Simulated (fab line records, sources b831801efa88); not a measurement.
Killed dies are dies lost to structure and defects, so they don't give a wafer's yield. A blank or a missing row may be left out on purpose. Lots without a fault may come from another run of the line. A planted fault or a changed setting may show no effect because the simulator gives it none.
Chamber matching | flow sky130 | SKY_POLY_CUT_ETCH_10 on rie_diel-04: 4 sister chambers
The step etches BARC in N2/H2, stops on SiO2, time 45.9 s, target depth 60 nm. 4 wafers are shown with their chamber, then 9 later ones without.

WAFERS WITH THEIR CHAMBER
wafer  | chamber | drypump_motor_current_A (A)
L087.1 | 0       | 6.2
L087.2 | 2       | 6.4
L088.1 | 1       | 5.6
L088.6 | 3       | 5.9

WAFERS WITHOUT THEIR CHAMBER
wafer  | drypump_motor_current_A (A)
L090.1 | 6.4
L090.4 | 5.8
L090.6 | 6.2
L094.2 | 6.4
L094.3 | 5.6
L094.4 | 6.2
L096.1 | 6.2
L096.2 | 6.4
L096.4 | 5.9

WHICH CHAMBER EACH WENT THROUGH
wafer  | from the rows above | in truth
L090.1 | 2                   | 2
L090.4 | 3                   | 3
L090.6 | 0                   | 0
L094.2 | 2                   | 2
L094.3 | 1                   | 1
L094.4 | 0                   | 0
L096.1 | 0                   | 0
L096.2 | 2                   | 2
L096.4 | 3                   | 3
Placed correctly: 9 of 9. Can't be placed from these rows: 0. Placed wrongly: 0.
How it was worked out, from the rows above alone: a wafer's distance from a chamber is the root of the sum, over the readings, of the square of ((its reading less the chamber's mean) divided by the reading's scatter). The wafer belongs to the nearest chamber; if the next one is less than 2 further off, it can't be placed. A chamber's mean is the mean of its shown wafers. The scatter: with one shown wafer a chamber, the root of the mean of the squares of how far each hidden wafer lies from its nearest shown one.
